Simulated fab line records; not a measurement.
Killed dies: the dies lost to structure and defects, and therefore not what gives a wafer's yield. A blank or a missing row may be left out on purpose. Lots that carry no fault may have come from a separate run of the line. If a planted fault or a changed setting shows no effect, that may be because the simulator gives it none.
Which tool was responsible?    flow gf180mcu    route of 602 steps, sampled at 1 step: 15 lots, 45 wafers

== WHAT THE GAUGES READ, wafer by wafer ==
GF_M2_THK_MEAS_06: measures by xrf.
lot   measured      on             M2_ALCU_THK (nm)
L315  day 18 10:15  film-metro-04  458 449 449
L317  day 19 09:01  film-metro-02  446 444 454
L318  day 19 16:16  film-metro-01  445 450 453
L319  day 20 03:13  film-metro-02  439 449 441
L321  day 21 00:42  film-metro-04  438 451 443
L324  day 22 01:40  film-metro-04  426 440 443
L325  day 22 06:55  film-metro-02  446 452 453
L326  day 22 15:36  film-metro-04  444 445 449
L327  day 23 02:32  film-metro-04  431 443 441
L328  day 23 11:52  film-metro-01  454 439 451
L329  day 23 21:53  film-metro-04  450 448 443
L334  day 25 08:11  film-metro-02  451 454 446
L335  day 25 16:08  film-metro-01  441 444 438
L336  day 25 20:38  film-metro-02  436 433 432
L337  day 26 09:16  film-metro-02  440 436 447

== EACH LOT AND THE TOOL THAT RAN IT (in order: tool; ch and the chambers of the sampled wafers; start) ==
Record: no process step prior to these readings.

== WHAT THE TOOLS THEMSELVES READ (means of the sampled wafers that have a number; where no wafer has one, the mark that the record gives instead) ==
The record holds no such reading with a usual standard deviation.

== THE ANSWER, worked out from the rows above alone ==
Rule: the lots themselves supply what counts as usual. Put in order of their means at a reading, lots are off if they are a third of the lots or fewer, leave a main group of 4 or more, and stand apart from it by a gap of 3 or more times the standard deviation of the main group's means; of several such gaps the widest counts. Not used: any main group whose means are identical at the precision the tables above print for the reading. A lot without any number at a reading at which 4 lots or more have one is off too. The other lots that the step has rows for count as sound. First the gauges in route order, then the tools' own readings, where a lot's mean is used as printed above. The first step at which some lot is off is used, and at that step the reading that is off furthest; a lot without a number counts as furthest.
Across all readings shown, no lot is off: no conclusion can be drawn from this.

== WHAT WAS PUT IN BY THE SIMULATOR ==
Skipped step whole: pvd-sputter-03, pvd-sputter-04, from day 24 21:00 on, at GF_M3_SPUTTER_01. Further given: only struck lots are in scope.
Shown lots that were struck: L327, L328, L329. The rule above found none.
